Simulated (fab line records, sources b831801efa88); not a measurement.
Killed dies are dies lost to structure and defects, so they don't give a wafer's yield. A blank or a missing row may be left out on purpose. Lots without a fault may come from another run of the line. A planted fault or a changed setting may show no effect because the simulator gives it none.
fab line records | flow sfq_line
record lots=13 wafers=39 last_day=87
route steps=325 shown M1@69 R5@213 I5@237
lots that met no fault: from a run of the same line without faults
start_h: hours from the record's first day to the start of the lot's first wafer shown | wait_h: hours since the lot's step before | " the same as in the row above | L1.1+2: a row that stands for several wafers | - no value, or no start given | * or withheld: withheld | < > ~ a bound
route shown NAME@n: a module of which the file shows steps, and the number in the route of the first | usual: mean/standard deviation of fault-free wafers | same: alike in all rows | chamber/n: place in a boat | sites: the reading at each site | _std_site: their standard deviation | _edge_site: outer sites' mean less inner sites' | radius_mm: how far each site lies from the wafer's centre | mask NAME#n: copy n | behind: the tool/chamber that last shaped the wafer | hold: why the lot was held/for how many hours/how that ended | device: the transistor (n, p or np) that didn't switch | end of line: the same wafers' tests at the end of the route | a step without rows: its recipe alone | killed: dies lost to structure and defects at the first sort, not the wafer's yield | map: a wafer's dies, x killed, . not, _ none there
set.NAME: the setting as run; set.NAME@STEP: as run at that earlier step | model.NAME: the simulator's own value behind a step, which no gauge read
steps of the route over a sample of lots; a table a step, a row a wafer
services: from which hour (start_h, from the record's first day; less than 0 if before it) a tool's chamber was out of use, for how many hours, and why
## steps
# step SFQ_TRILAYER_M1_BARC_OPEN_METAL_ETCH_054
# recipe mask_material=PR chemistry=O2 target_depth_nm=125 target=BARC icp_w=600 bias_w=80 pressure_mtorr=10 time_s=41.7
# usual bias_w=79.99/0.24 drypump_motor_current_A=5.8/0.38 oes_product_au=0.685/0.0053 rf_fwd_power_W=592.6/2.7
# columns lot.wafer tool chamber start_h wait_h bias_w drypump_motor_current_A oes_product_au rf_fwd_power_W rf_hours_counter_h
L759.2 rie_metal-02 1 565.27 0.0 79.96 6.5 0.683 592.9 38
L759.4 " 1 " " 79.91 6.5 0.691 591.0 -
L759.5 " 0 " " 80.38 5.6 0.690 594.6 -
L760.3 rie_metal-03 0 591.69 0.0 80.33 5.6 0.691 593.5 -
L760.4 " 1 " " 79.97 6.1 0.686 595.4 -
L760.5 " 0 " " 80.07 5.6 0.688 595.6 -
L761.2 rie_metal-03 1 599.09 0.0 80.16 6.1 0.683 592.1 28
L761.4 " 1 " " 80.39 6.1 0.682 590.4 -
L761.5 " 1 " " 80.29 6.1 0.680 591.0 -
L762.2 rie_metal-03 1 606.29 0.0 79.96 6.1 0.689 589.0 30
L762.5 " 0 " " 79.74 5.6 0.681 596.0 -
L762.6 " 1 " " 79.72 6.1 0.670 590.6 -
L763.3 rie_metal-03 1 614.71 0.0 79.58 6.1 0.686 591.6 -
L763.5 " 0 " " 79.61 5.5 0.687 594.8 -
L763.6 " 1 " " 79.88 6.1 0.678 595.6 -
L764.2 rie_metal-02 1 623.09 0.0 80.11 6.5 0.689 590.4 47
L764.4 " 1 " " 79.85 6.5 0.674 592.3 -
L764.6 " 0 " " 79.80 5.6 0.690 592.9 -
L765.2 rie_metal-04 0 626.69 0.0 80.02 5.9 0.683 587.0 36
L765.3 " 0 " " 79.72 5.9 0.688 588.4 -
L765.4 " 1 " " 79.72 5.3 0.689 592.3 -
L766.1 rie_metal-02 1 636.29 0.0 80.44 6.5 0.687 594.4 48
L766.2 " 0 " " 80.17 5.6 0.683 596.1 23
L766.3 " 1 " " 80.38 6.5 0.693 593.5 -
L767.1 rie_metal-04 0 637.49 0.0 79.93 5.9 0.679 589.0 37
L767.3 " 1 " " 79.79 5.3 0.691 593.0 -
L767.5 " 1 " " 79.71 5.4 0.685 593.7 -
L773.2 rie_metal-04 0 685.42 0.0 79.82 5.9 0.673 587.4 45
L773.3 " 1 " " 80.36 5.3 0.680 491.9 -
L773.4 " 0 " " 79.73 5.9 0.678 590.1 -
L776.2 rie_metal-04 0 717.99 0.0 80.04 5.9 0.686 587.6 51
L776.4 " 0 " " 79.58 5.9 0.693 589.4 -
L776.6 " 1 " " 79.98 5.4 0.677 498.4 -
L780.1 rie_metal-03 0 745.59 0.0 79.85 5.6 0.681 596.3 74
L780.2 " 1 " " 79.99 6.1 0.693 590.1 53
L780.3 " 1 " " 80.23 6.1 0.682 589.6 -
L782.3 rie_metal-03 1 758.81 0.0 80.09 6.1 0.687 591.0 -
L782.5 " 0 " " 80.19 5.6 0.689 594.5 -
L782.6 " 1 " " 79.90 6.1 0.692 590.4 -
# step SFQ_TRILAYER_R5_DEP_SPUTTER_133
# recipe material=MoNx base_pressure_pa=1.33e-06 target_thk_nm=40 power_w=1000 time_s=66.7 chamber_pressure_pa=0.4
# usual throttle_valve_pct=29.8/0.76
# columns lot.wafer tool chamber start_h wait_h throttle_valve_pct
L759.2 pvd_sputter-04 - 1179.70 0.0 29.3
L759.4 " - " " 30.4
L759.5 " - " " 30.1
L760.3 pvd_sputter-05 - 1186.56 0.0 31.5
L760.4 " - " " 29.8
L760.5 " - " " 29.9
L761.2 pvd_sputter-06 - 1189.54 0.0 29.1
L761.4 " - " " 29.5
L761.5 " - " " 29.1
L762.2 pvd_sputter-05 - 1191.32 0.0 29.7
L762.5 " - " " 29.7
L762.6 " - " " 29.8
L763.3 pvd_sputter-04 - 1194.97 0.0 28.9
L763.5 " - " " 30.7
L763.6 " - " " 29.6
L764.2 pvd_sputter-04 - 1205.04 0.0 29.6
L764.4 " - " " 28.8
L764.6 " - " " 29.9
L765.2 pvd_sputter-05 - 1370.49 0.0 31.7
L765.3 " - " " 29.5
L765.4 " - " " 29.8
L766.1 pvd_sputter-06 - 1371.68 0.0 29.8
L766.2 " - " " 29.5
L766.3 " - " " 29.5
L767.1 pvd_sputter-06 - 1512.01 0.0 29.4
L767.3 " - " " 29.9
L767.5 " - " " 29.1
L773.2 pvd_sputter-06 - 1531.29 0.0 29.7
L773.3 " - " " 28.8
L773.4 " - " " 29.6
L776.2 pvd_sputter-04 - 1536.01 0.0 30.0
L776.4 " - " " 28.7
L776.6 " - " " 30.8
L780.1 pvd_sputter-05 - 1566.01 0.0 29.5
L780.2 " - " " 31.8
L780.3 " - " " 30.2
L782.3 pvd_sputter-04 - 1830.88 0.0 30.6
L782.5 " - " " 30.3
L782.6 " - " " 29.6
# step SFQ_TRILAYER_R5_ETCH_METAL_ETCH_139
# recipe stop_on=SiO2 mask_material=PR chemistry=Cl2 target_depth_nm=60 icp_w=600 bias_w=80 pressure_mtorr=10 time_s=40
# usual bias_w=79.97/0.24 drypump_motor_current_A=5.9/0.31 oes_product_au=0.989/0.0072 rf_fwd_power_W=593.2/2.7
# columns lot.wafer tool chamber start_h wait_h bias_w drypump_motor_current_A oes_product_au rf_fwd_power_W rf_hours_counter_h
L759.2 rie_metal-03 1 1200.82 0.0 79.78 6.1 0.984 588.0 135
L759.4 " 0 " " 79.85 5.6 0.994 591.0 -
L759.5 " 1 " " 80.06 6.1 0.989 588.4 -
L760.3 rie_metal-02 1 1202.04 0.0 80.21 6.5 0.988 593.1 -
L760.4 " 0 " " 79.87 5.6 0.983 595.0 -
L760.5 " 0 " " 79.99 5.6 0.990 594.4 -
L761.2 rie_metal-03 1 1203.22 0.0 79.68 6.1 0.991 593.1 135
L761.4 " 0 " " 79.67 5.6 0.995 599.6 -
L761.5 " 1 " " 79.52 6.1 0.992 591.7 -
L762.2 rie_metal-03 1 1205.48 0.0 80.20 6.1 0.998 594.5 136
L762.5 " 1 " " 79.95 6.1 0.992 591.4 -
L762.6 " 0 " " 79.58 5.6 0.990 595.2 -
L763.3 rie_metal-01 1 1206.70 0.0 80.23 6.0 0.990 597.0 -
L763.5 " 0 " " 79.66 5.7 0.982 587.6 -
L763.6 " 1 " " 80.09 5.9 0.992 597.1 -
L764.2 rie_metal-02 0 1207.88 0.0 80.16 5.6 0.983 596.4 112
L764.4 " 0 " " 80.00 5.6 0.981 594.4 -
L764.6 " 1 " " 79.73 6.5 0.994 591.6 -
L765.2 rie_metal-03 1 1373.84 0.0 80.04 6.1 0.996 590.1 5
L765.3 " 1 " " 79.92 6.1 0.995 590.7 -
L765.4 " 0 " " 79.83 5.6 0.998 595.4 -
L766.1 rie_metal-02 1 1375.04 0.0 79.98 6.5 0.998 592.6 18
L766.2 " 0 " " 79.95 5.6 0.998 596.7 140
L766.3 " 1 " " 79.62 6.5 0.995 589.9 -
L767.1 rie_metal-01 0 1514.61 0.0 79.79 5.7 0.971 589.0 1
L767.3 " 0 " " 79.97 5.7 0.988 587.6 -
L767.5 " 1 " " 79.82 6.0 0.995 593.5 -
L773.2 rie_metal-03 0 1534.01 0.0 79.80 5.6 0.988 591.9 56
L773.3 " 1 " " 80.06 6.1 0.988 592.7 -
L773.4 " 0 " " 80.21 5.6 0.992 595.4 -
L776.2 rie_metal-01 1 1645.80 0.0 80.38 6.0 0.993 594.9 121
L776.4 " 1 " " 79.94 6.0 0.984 595.9 -
L776.6 " 0 " " 79.75 5.6 0.972 588.5 -
L780.1 rie_metal-02 0 1680.61 0.1 80.32 5.6 0.991 594.6 35
L780.2 " 1 " " 79.95 6.5 0.988 590.1 60
L780.3 " 0 " " 80.63 5.6 0.986 591.3 -
L782.3 rie_metal-03 1 1886.59 0.0 80.30 6.1 0.988 591.2 -
L782.5 " 1 " " 80.11 6.1 0.993 592.2 -
L782.6 " 0 " " 79.74 5.6 0.992 597.2 -
# step SFQ_TRILAYER_I5_ETCH_VIA_ETCH_147
# recipe stop_on=Nb mask_material=PR chemistry=CHF3 target_depth_nm=360 source_w=500 bias_w=80 pressure_mtorr=30 time_s=withheld
# usual bias_w=80.02/0.26 drypump_motor_current_A=6.1/0.33 oes_product_au=0.989/0.006 rf_fwd_power_W=498.6/1.5
# columns lot.wafer tool chamber start_h wait_h bias_w drypump_motor_current_A oes_product_au rf_fwd_power_W
L759.2 rie_diel-03 0 1332.37 0.0 80.10 6.7 0.986 498.8
L759.4 " 3 " " 80.18 6.2 0.988 498.9
L759.5 " 2 " " 80.26 6.3 0.992 498.3
L760.3 rie_diel-01 0 1334.77 0.0 80.01 5.6 0.973 499.2
L760.4 " 3 " " 79.68 5.4 0.986 500.0
L760.5 " 0 " " 80.16 5.6 0.984 498.3
L761.2 rie_diel-04 2 1338.39 0.0 79.60 6.3 0.995 498.3
L761.4 " 2 " " 80.04 6.2 0.997 496.1
L761.5 " 2 " " 79.60 6.2 0.986 499.0
L762.2 rie_diel-01 3 1340.77 0.0 79.63 5.4 0.981 498.1
L762.5 " 3 " " 79.73 5.4 1.001 499.4
L762.6 " 2 " " 79.93 6.4 0.985 498.7
L763.3 rie_diel-03 3 1341.97 0.0 79.89 6.2 0.988 497.9
L763.5 " 2 " " 80.04 6.2 0.994 501.1
L763.6 " 3 " " 79.97 6.2 0.987 495.5
L764.2 rie_diel-04 0 1343.17 0.0 80.18 5.8 0.987 497.4
L764.4 " 1 " " 80.07 6.2 1.004 496.0
L764.6 " 2 " " 79.73 6.2 0.996 495.8
L765.2 rie_diel-04 3 1377.02 0.0 80.17 5.8 0.987 499.9
L765.3 " 0 " " 79.79 5.8 0.999 498.6
L765.4 " 2 " " 80.35 6.2 0.995 498.5
L766.1 rie_diel-03 3 1378.24 0.0 80.19 6.2 0.983 499.1
L766.2 " 0 " " 80.25 6.7 0.987 498.3
L766.3 " 1 " " 79.96 6.2 0.990 498.0
L767.1 rie_diel-03 0 1518.79 0.0 80.26 6.7 0.987 500.9
L767.3 " 1 " " 79.73 6.2 0.993 498.0
L767.5 " 2 " " 80.35 6.3 0.996 503.4
L773.2 rie_diel-04 3 1538.07 0.0 79.38 5.8 0.993 498.7
L773.3 " 0 " " 79.91 5.8 0.985 498.0
L773.4 " 2 " " 80.24 6.2 1.002 496.6
L776.2 rie_diel-03 0 1722.03 0.0 80.09 6.7 0.985 499.3
L776.4 " 1 " " 79.61 6.2 0.992 499.1
L776.6 " 2 " " 79.94 6.3 0.989 500.1
L780.1 rie_diel-03 1 1749.72 0.0 79.89 6.2 0.995 496.5
L780.2 " 0 " " 80.21 6.7 0.985 497.7
L780.3 " 2 " " 79.80 6.3 0.986 501.1
L782.3 rie_diel-03 2 1953.75 0.0 80.33 6.3 0.989 496.2
L782.5 " 2 " " 80.10 6.3 0.988 497.7
L782.6 " 3 " " 80.09 6.2 0.991 499.0
## services
# columns tool chamber start_h hours kind
rie_metal-03 - 544.05 1.4 repair
rie_diel-03 - 560.80 0.6 repair
rie_diel-03 3 563.99 19.5 repair
rie_metal-03 - 628.69 0.4 repair
rie_metal-03 1 659.17 1.6 repair
rie_diel-03 3 676.49 8.2 repair
rie_diel-03 0 683.80 3.7 repair
rie_metal-03 0 688.31 6.8 repair
rie_metal-02 - 738.85 1.7 repair
rie_diel-03 2 751.92 6.3 repair
rie_diel-03 1 758.67 39.7 repair
rie_metal-02 - 812.13 2.8 pm
rie_diel-03 1 820.21 6.2 repair
rie_diel-03 1 828.30 8.6 repair
rie_diel-03 3 828.56 5.2 repair
rie_diel-03 0 863.50 4.7 repair
rie_metal-03 - 994.66 2.8 pm
rie_metal-03 0 1009.15 10.0 repair
rie_metal-03 - 1529.49 0.8 repair
rie_metal-03 - 1631.47 14.8 repair
rie_metal-03 1 1650.66 26.4 repair
rie_metal-03 - 1691.30 1.4 pm
rie_metal-03 0 1753.58 29.8 repair
rie_metal-03 - 1891.58 0.1 repair
## key
first_sign step=SFQ_TRILAYER_M1_BARC_OPEN_METAL_ETCH_054 reading=rf_fwd_power_W direction=down sigmas=36 usual=592.6 struck=495.1
effect none on later readings
met_at SFQ_TRILAYER_M1_BARC_OPEN_METAL_ETCH_054
struck_lots L773,L776
struck_wafers L773.3,L776.6
not_acting_at SFQ_TRILAYER_R5_DEP_SPUTTER_133,SFQ_TRILAYER_R5_ETCH_METAL_ETCH_139,SFQ_TRILAYER_I5_ETCH_VIA_ETCH_147
onset_between 637.49 685.42
fault kind=process_parameter_drift tool=rie_metal-04 chamber=1 onset_h=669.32 steps=SFQ_TRILAYER_M1_BARC_OPEN_METAL_ETCH_054 channel=icp_w offset=-96 shape=step end_h=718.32 acts_in=these_recipes_only stated=600
